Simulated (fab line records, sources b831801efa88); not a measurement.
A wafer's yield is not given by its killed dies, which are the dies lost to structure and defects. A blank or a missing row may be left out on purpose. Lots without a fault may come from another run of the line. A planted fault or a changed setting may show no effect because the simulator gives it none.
Which tool was responsible? / flow sfq_line / 45 wafers from 15 lots sampled at 4 of the route's 325 steps

## WHAT EACH GAUGE READ, for each wafer
The record lacks any reading of a measuring or inspecting step that a usual standard deviation could be used to judge.

## TOOL THAT RAN EACH LOT (tool first, then ch and the chambers of the sampled wafers, then the start)
lot=L750; SFQ_TRILAYER_INCOMING_OXIDATION_002=furnace-01 ch 0, day 1 10:07; SFQ_TRILAYER_L0_VIA_BARC_OPEN_VIA_ETCH_021=rie_diel-03 ch 0,2,3, day 7 22:16; SFQ_TRILAYER_M1_STRIP_STRIP_043=rie_metal-03 ch 0,1, day 23 04:10; SFQ_TRILAYER_I1_DEP_PECVD_045=pecvd-01 ch 0,1,2, day 23 04:47
lot=L751; SFQ_TRILAYER_INCOMING_OXIDATION_002=furnace-02 ch 0, day 1 15:07; SFQ_TRILAYER_L0_VIA_BARC_OPEN_VIA_ETCH_021=rie_diel-01 ch 0,2, day 8 04:15; SFQ_TRILAYER_M1_STRIP_STRIP_043=rie_metal-03 ch 0,1, day 23 12:34; SFQ_TRILAYER_I1_DEP_PECVD_045=pecvd-01 ch 0,2, day 23 13:10
lot=L752; SFQ_TRILAYER_INCOMING_OXIDATION_002=furnace-01 ch 0, day 1 20:07; SFQ_TRILAYER_L0_VIA_BARC_OPEN_VIA_ETCH_021=rie_diel-02 ch 0,1,2, day 8 17:43; SFQ_TRILAYER_M1_STRIP_STRIP_043=rie_metal-03 ch 0,1, day 24 08:58; SFQ_TRILAYER_I1_DEP_PECVD_045=pecvd-03 ch 0,1, day 24 09:32
lot=L760; SFQ_TRILAYER_INCOMING_OXIDATION_002=furnace-02, day 3 12:07; SFQ_TRILAYER_L0_VIA_BARC_OPEN_VIA_ETCH_021=rie_diel-01 ch 2,3, day 11 05:58; SFQ_TRILAYER_M1_STRIP_STRIP_043=rie_metal-02 ch 0,1, day 27 18:44; SFQ_TRILAYER_I1_DEP_PECVD_045=pecvd-03 ch 0,1, day 27 19:31
lot=L761; SFQ_TRILAYER_INCOMING_OXIDATION_002=furnace-01, day 3 17:07; SFQ_TRILAYER_L0_VIA_BARC_OPEN_VIA_ETCH_021=rie_diel-03 ch 1,2, day 11 11:58; SFQ_TRILAYER_M1_STRIP_STRIP_043=rie_metal-01 ch 0,1, day 27 23:32; SFQ_TRILAYER_I1_DEP_PECVD_045=pecvd-02 ch 0,1,2, day 28 00:19
lot=L762; SFQ_TRILAYER_INCOMING_OXIDATION_002=furnace-02, day 3 22:07; SFQ_TRILAYER_L0_VIA_BARC_OPEN_VIA_ETCH_021=rie_diel-02 ch 1,2, day 11 15:34; SFQ_TRILAYER_M1_STRIP_STRIP_043=rie_metal-03 ch 0,1, day 28 04:32; SFQ_TRILAYER_I1_DEP_PECVD_045=pecvd-01 ch 1,2, day 28 05:07
lot=L763; SFQ_TRILAYER_INCOMING_OXIDATION_002=furnace-02 ch 0, day 4 03:07; SFQ_TRILAYER_L0_VIA_BARC_OPEN_VIA_ETCH_021=rie_diel-02 ch 0,1,2, day 11 21:34; SFQ_TRILAYER_M1_STRIP_STRIP_043=rie_metal-02 ch 0,1, day 28 17:32; SFQ_TRILAYER_I1_DEP_PECVD_045=pecvd-02 ch 0,1,2, day 28 18:19
lot=L764; SFQ_TRILAYER_INCOMING_OXIDATION_002=furnace-01 ch 0, day 4 08:07; SFQ_TRILAYER_L0_VIA_BARC_OPEN_VIA_ETCH_021=rie_diel-02 ch 1,2, day 12 09:38; SFQ_TRILAYER_M1_STRIP_STRIP_043=rie_metal-02 ch 0,1, day 29 04:20; SFQ_TRILAYER_I1_DEP_PECVD_045=pecvd-03 ch 0,1,2, day 29 05:07
lot=L765; SFQ_TRILAYER_INCOMING_OXIDATION_002=furnace-02 ch 0, day 4 13:07; SFQ_TRILAYER_L0_VIA_BARC_OPEN_VIA_ETCH_021=rie_diel-02 ch 0,1,2, day 12 15:34; SFQ_TRILAYER_M1_STRIP_STRIP_043=rie_metal-01 ch 0,1, day 29 10:20; SFQ_TRILAYER_I1_DEP_PECVD_045=pecvd-03 ch 0,2, day 29 11:07
lot=L766; SFQ_TRILAYER_INCOMING_OXIDATION_002=furnace-01 ch 0, day 4 18:07; SFQ_TRILAYER_L0_VIA_BARC_OPEN_VIA_ETCH_021=rie_diel-01 ch 0,2,3, day 12 21:34; SFQ_TRILAYER_M1_STRIP_STRIP_043=rie_metal-01 ch 0,1, day 29 14:08; SFQ_TRILAYER_I1_DEP_PECVD_045=pecvd-01 ch 0,1,2, day 29 14:46
lot=L767; SFQ_TRILAYER_INCOMING_OXIDATION_002=furnace-02 ch 0, day 4 23:07; SFQ_TRILAYER_L0_VIA_BARC_OPEN_VIA_ETCH_021=rie_diel-03 ch 0,3, day 13 07:10; SFQ_TRILAYER_M1_STRIP_STRIP_043=rie_metal-01 ch 0,1, day 29 23:32; SFQ_TRILAYER_I1_DEP_PECVD_045=pecvd-02 ch 0,1, day 30 00:19
lot=L768; SFQ_TRILAYER_INCOMING_OXIDATION_002=furnace-01 ch 0, day 5 04:07; SFQ_TRILAYER_L0_VIA_BARC_OPEN_VIA_ETCH_021=rie_diel-03 ch 0,1,2, day 13 13:10; SFQ_TRILAYER_M1_STRIP_STRIP_043=rie_metal-03 ch 0,1, day 30 07:56; SFQ_TRILAYER_I1_DEP_PECVD_045=pecvd-03 ch 1,2, day 30 08:43
lot=L769; SFQ_TRILAYER_INCOMING_OXIDATION_002=furnace-02 ch 0, day 5 09:07; SFQ_TRILAYER_L0_VIA_BARC_OPEN_VIA_ETCH_021=rie_diel-01 ch 1,2,3, day 13 20:22; SFQ_TRILAYER_M1_STRIP_STRIP_043=rie_metal-02 ch 0,1, day 30 12:44; SFQ_TRILAYER_I1_DEP_PECVD_045=pecvd-01 ch 0,1,2, day 30 13:31
lot=L771; SFQ_TRILAYER_INCOMING_OXIDATION_002=furnace-02 ch 0, day 5 19:07; SFQ_TRILAYER_L0_VIA_BARC_OPEN_VIA_ETCH_021=rie_diel-01 ch 0,3, day 14 12:58; SFQ_TRILAYER_M1_STRIP_STRIP_043=rie_metal-02 ch 0,1, day 31 07:48; SFQ_TRILAYER_I1_DEP_PECVD_045=pecvd-01 ch 0,1,2, day 31 08:23
lot=L772; SFQ_TRILAYER_INCOMING_OXIDATION_002=furnace-01 ch 0, day 6 00:07; SFQ_TRILAYER_L0_VIA_BARC_OPEN_VIA_ETCH_021=rie_diel-02 ch 2,3, day 14 16:34; SFQ_TRILAYER_M1_STRIP_STRIP_043=rie_metal-01 ch 0,1, day 31 17:20; SFQ_TRILAYER_I1_DEP_PECVD_045=pecvd-02 ch 1,2, day 31 17:55
- SFQ_TRILAYER_INCOMING_OXIDATION_002: target thk 500 nm, ox time 4939 s.
- SFQ_TRILAYER_L0_VIA_BARC_OPEN_VIA_ETCH_021: etches BARC in O2, target depth 125 nm, time 41.7 s.
- SFQ_TRILAYER_M1_STRIP_STRIP_043: strips in O2.
- SFQ_TRILAYER_I1_DEP_PECVD_045: deposits SiO2 from SiH4/N2O, time 111.11 s, target thk 500 nm.

## AS READ BY THE TOOLS THEMSELVES (means over the sampled wafers that have a number; for cases with no such wafer, the mark the record gives instead)
SFQ_TRILAYER_INCOMING_OXIDATION_002. Usual: ox_temp_c 999.9 C, standard deviation 0.38; ox_temp_c_max 1004.8, standard deviation 0.96; spike_tc_lower_C 999.7 C, standard deviation 1.1; zone_power_lower_pct 21.0 %, standard deviation 0.47.
lot=L750; tool=furnace-01; ox_temp_c (C)=1000.1; ox_temp_c_max=1004.7; spike_tc_lower_C (C)=998.9; zone_power_lower_pct (%)=21.5; flag=
lot=L751; tool=furnace-02; ox_temp_c (C)=1000.0; ox_temp_c_max=1004.1; spike_tc_lower_C (C)=1000.9; zone_power_lower_pct (%)=20.6; flag=
lot=L752; tool=furnace-01; ox_temp_c (C)=1000.0; ox_temp_c_max=1004.7; spike_tc_lower_C (C)=1000.2; zone_power_lower_pct (%)=21.6; flag=
lot=L760; tool=furnace-02; ox_temp_c (C)=-; ox_temp_c_max=-; spike_tc_lower_C (C)=-; zone_power_lower_pct (%)=-; flag=OFF
lot=L761; tool=furnace-01; ox_temp_c (C)=-; ox_temp_c_max=-; spike_tc_lower_C (C)=-; zone_power_lower_pct (%)=-; flag=OFF
lot=L762; tool=furnace-02; ox_temp_c (C)=-; ox_temp_c_max=-; spike_tc_lower_C (C)=-; zone_power_lower_pct (%)=-; flag=OFF
lot=L763; tool=furnace-02; ox_temp_c (C)=999.8; ox_temp_c_max=1004.2; spike_tc_lower_C (C)=1001.4; zone_power_lower_pct (%)=20.6; flag=
lot=L764; tool=furnace-01; ox_temp_c (C)=999.5; ox_temp_c_max=1004.8; spike_tc_lower_C (C)=1000.5; zone_power_lower_pct (%)=21.5; flag=
lot=L765; tool=furnace-02; ox_temp_c (C)=999.4; ox_temp_c_max=1004.2; spike_tc_lower_C (C)=999.2; zone_power_lower_pct (%)=20.5; flag=
lot=L766; tool=furnace-01; ox_temp_c (C)=1000.3; ox_temp_c_max=1005.5; spike_tc_lower_C (C)=1000.2; zone_power_lower_pct (%)=21.3; flag=
lot=L767; tool=furnace-02; ox_temp_c (C)=1000.1; ox_temp_c_max=1005.0; spike_tc_lower_C (C)=998.6; zone_power_lower_pct (%)=20.7; flag=
lot=L768; tool=furnace-01; ox_temp_c (C)=999.5; ox_temp_c_max=1005.3; spike_tc_lower_C (C)=999.9; zone_power_lower_pct (%)=21.6; flag=
lot=L769; tool=furnace-02; ox_temp_c (C)=999.8; ox_temp_c_max=1004.2; spike_tc_lower_C (C)=999.5; zone_power_lower_pct (%)=20.7; flag=
lot=L771; tool=furnace-02; ox_temp_c (C)=999.4; ox_temp_c_max=1004.2; spike_tc_lower_C (C)=1000.1; zone_power_lower_pct (%)=20.8; flag=
lot=L772; tool=furnace-01; ox_temp_c (C)=999.9; ox_temp_c_max=1005.3; spike_tc_lower_C (C)=999.5; zone_power_lower_pct (%)=21.4; flag=

SFQ_TRILAYER_L0_VIA_BARC_OPEN_VIA_ETCH_021. Usual: drypump_motor_current_A 5.7 A, standard deviation 0.52; oes_product_au 0.685 a.u., standard deviation 0.0045.
lot=L750; tool=rie_diel-03; drypump_motor_current_A (A)=5.7; oes_product_au (a.u.)=0.685; flag=
lot=L751; tool=rie_diel-01; drypump_motor_current_A (A)=5.0; oes_product_au (a.u.)=0.687; flag=
lot=L752; tool=rie_diel-02; drypump_motor_current_A (A)=5.9; oes_product_au (a.u.)=0.682; flag=
lot=L760; tool=rie_diel-01; drypump_motor_current_A (A)=5.3; oes_product_au (a.u.)=0.690; flag=
lot=L761; tool=rie_diel-03; drypump_motor_current_A (A)=5.9; oes_product_au (a.u.)=0.685; flag=
lot=L762; tool=rie_diel-02; drypump_motor_current_A (A)=6.1; oes_product_au (a.u.)=0.685; flag=
lot=L763; tool=rie_diel-02; drypump_motor_current_A (A)=6.0; oes_product_au (a.u.)=0.684; flag=
lot=L764; tool=rie_diel-02; drypump_motor_current_A (A)=6.1; oes_product_au (a.u.)=0.683; flag=
lot=L765; tool=rie_diel-02; drypump_motor_current_A (A)=5.9; oes_product_au (a.u.)=0.686; flag=
lot=L766; tool=rie_diel-01; drypump_motor_current_A (A)=5.0; oes_product_au (a.u.)=0.679; flag=
lot=L767; tool=rie_diel-03; drypump_motor_current_A (A)=5.6; oes_product_au (a.u.)=0.686; flag=
lot=L768; tool=rie_diel-03; drypump_motor_current_A (A)=5.8; oes_product_au (a.u.)=0.684; flag=
lot=L769; tool=rie_diel-01; drypump_motor_current_A (A)=5.4; oes_product_au (a.u.)=0.690; flag=
lot=L771; tool=rie_diel-01; drypump_motor_current_A (A)=4.8; oes_product_au (a.u.)=0.686; flag=
lot=L772; tool=rie_diel-02; drypump_motor_current_A (A)=5.5; oes_product_au (a.u.)=0.688; flag=

SFQ_TRILAYER_M1_STRIP_STRIP_043. Usual: drypump_motor_current_A 6.10 A, standard deviation 0.27; oes_product_au 0.999 a.u., standard deviation 0.0086; platen_temp_c 40.00 C, standard deviation 0.11.
lot=L750; tool=rie_metal-03; drypump_motor_current_A (A)=5.93; oes_product_au (a.u.)=0.996; platen_temp_c (C)=39.96; flag=
lot=L751; tool=rie_metal-03; drypump_motor_current_A (A)=5.94; oes_product_au (a.u.)=0.995; platen_temp_c (C)=40.19; flag=
lot=L752; tool=rie_metal-03; drypump_motor_current_A (A)=5.93; oes_product_au (a.u.)=1.004; platen_temp_c (C)=40.02; flag=
lot=L760; tool=rie_metal-02; drypump_motor_current_A (A)=6.31; oes_product_au (a.u.)=1.003; platen_temp_c (C)=39.99; flag=
lot=L761; tool=rie_metal-01; drypump_motor_current_A (A)=5.73; oes_product_au (a.u.)=0.993; platen_temp_c (C)=39.90; flag=
lot=L762; tool=rie_metal-03; drypump_motor_current_A (A)=5.92; oes_product_au (a.u.)=1.000; platen_temp_c (C)=39.85; flag=
lot=L763; tool=rie_metal-02; drypump_motor_current_A (A)=6.30; oes_product_au (a.u.)=0.997; platen_temp_c (C)=40.13; flag=
lot=L764; tool=rie_metal-02; drypump_motor_current_A (A)=6.33; oes_product_au (a.u.)=0.997; platen_temp_c (C)=40.02; flag=
lot=L765; tool=rie_metal-01; drypump_motor_current_A (A)=5.76; oes_product_au (a.u.)=1.003; platen_temp_c (C)=39.98; flag=
lot=L766; tool=rie_metal-01; drypump_motor_current_A (A)=5.74; oes_product_au (a.u.)=0.995; platen_temp_c (C)=40.08; flag=
lot=L767; tool=rie_metal-01; drypump_motor_current_A (A)=5.78; oes_product_au (a.u.)=1.006; platen_temp_c (C)=40.00; flag=
lot=L768; tool=rie_metal-03; drypump_motor_current_A (A)=6.12; oes_product_au (a.u.)=0.999; platen_temp_c (C)=40.07; flag=
lot=L769; tool=rie_metal-02; drypump_motor_current_A (A)=6.34; oes_product_au (a.u.)=1.001; platen_temp_c (C)=39.94; flag=
lot=L771; tool=rie_metal-02; drypump_motor_current_A (A)=6.36; oes_product_au (a.u.)=1.013; platen_temp_c (C)=39.98; flag=
lot=L772; tool=rie_metal-01; drypump_motor_current_A (A)=5.74; oes_product_au (a.u.)=0.996; platen_temp_c (C)=39.91; flag=

SFQ_TRILAYER_I1_DEP_PECVD_045. Usual: heater_power_w 82 W, standard deviation 14; showerhead_vpp_V 841 V, standard deviation 32; throttle_valve_pct 25.1 %, standard deviation 1.
lot=L750; tool=pecvd-01; heater_power_w (W)=84; showerhead_vpp_V (V)=818; throttle_valve_pct (%)=26.5; flag=
lot=L751; tool=pecvd-01; heater_power_w (W)=86; showerhead_vpp_V (V)=822; throttle_valve_pct (%)=26.6; flag=
lot=L752; tool=pecvd-03; heater_power_w (W)=80; showerhead_vpp_V (V)=842; throttle_valve_pct (%)=26.1; flag=
lot=L760; tool=pecvd-03; heater_power_w (W)=78; showerhead_vpp_V (V)=860; throttle_valve_pct (%)=25.9; flag=
lot=L761; tool=pecvd-02; heater_power_w (W)=73; showerhead_vpp_V (V)=859; throttle_valve_pct (%)=24.9; flag=
lot=L762; tool=pecvd-01; heater_power_w (W)=90; showerhead_vpp_V (V)=816; throttle_valve_pct (%)=24.2; flag=
lot=L763; tool=pecvd-02; heater_power_w (W)=77; showerhead_vpp_V (V)=849; throttle_valve_pct (%)=24.9; flag=
lot=L764; tool=pecvd-03; heater_power_w (W)=84; showerhead_vpp_V (V)=848; throttle_valve_pct (%)=25.3; flag=
lot=L765; tool=pecvd-03; heater_power_w (W)=84; showerhead_vpp_V (V)=838; throttle_valve_pct (%)=24.7; flag=
lot=L766; tool=pecvd-01; heater_power_w (W)=92; showerhead_vpp_V (V)=819; throttle_valve_pct (%)=24.4; flag=
lot=L767; tool=pecvd-02; heater_power_w (W)=91; showerhead_vpp_V (V)=873; throttle_valve_pct (%)=25.6; flag=
lot=L768; tool=pecvd-03; heater_power_w (W)=83; showerhead_vpp_V (V)=858; throttle_valve_pct (%)=25.4; flag=
lot=L769; tool=pecvd-01; heater_power_w (W)=85; showerhead_vpp_V (V)=819; throttle_valve_pct (%)=24.4; flag=
lot=L771; tool=pecvd-01; heater_power_w (W)=91; showerhead_vpp_V (V)=816; throttle_valve_pct (%)=24.4; flag=
lot=L772; tool=pecvd-02; heater_power_w (W)=87; showerhead_vpp_V (V)=841; throttle_valve_pct (%)=25.9; flag=

## THE ANSWER, worked out from the rows above alone
Rule: a lot is off if the mean of its wafers that have a number lies more than 3 standard deviations from the usual mean. Also off: a lot with no number at a reading for which 4 or more lots have one. All remaining lots with rows at the step are treated as sound. First the gauges in route order, then the tools' own readings, where a lot's mean is used as printed above. At the first step where some lot is off, the reading lying furthest off is the one used; lots without a number count as furthest.
Off at SFQ_TRILAYER_INCOMING_OXIDATION_002 (ox_temp_c): L760, L761, L762. Without a number there: L760, L761, L762.
A tool fits if, at that step or a process step before it, it ran every lot that is off, and no sound lot after the first of them. No candidate that was tried fits.

## WHAT THE SIMULATOR HAD PUT IN
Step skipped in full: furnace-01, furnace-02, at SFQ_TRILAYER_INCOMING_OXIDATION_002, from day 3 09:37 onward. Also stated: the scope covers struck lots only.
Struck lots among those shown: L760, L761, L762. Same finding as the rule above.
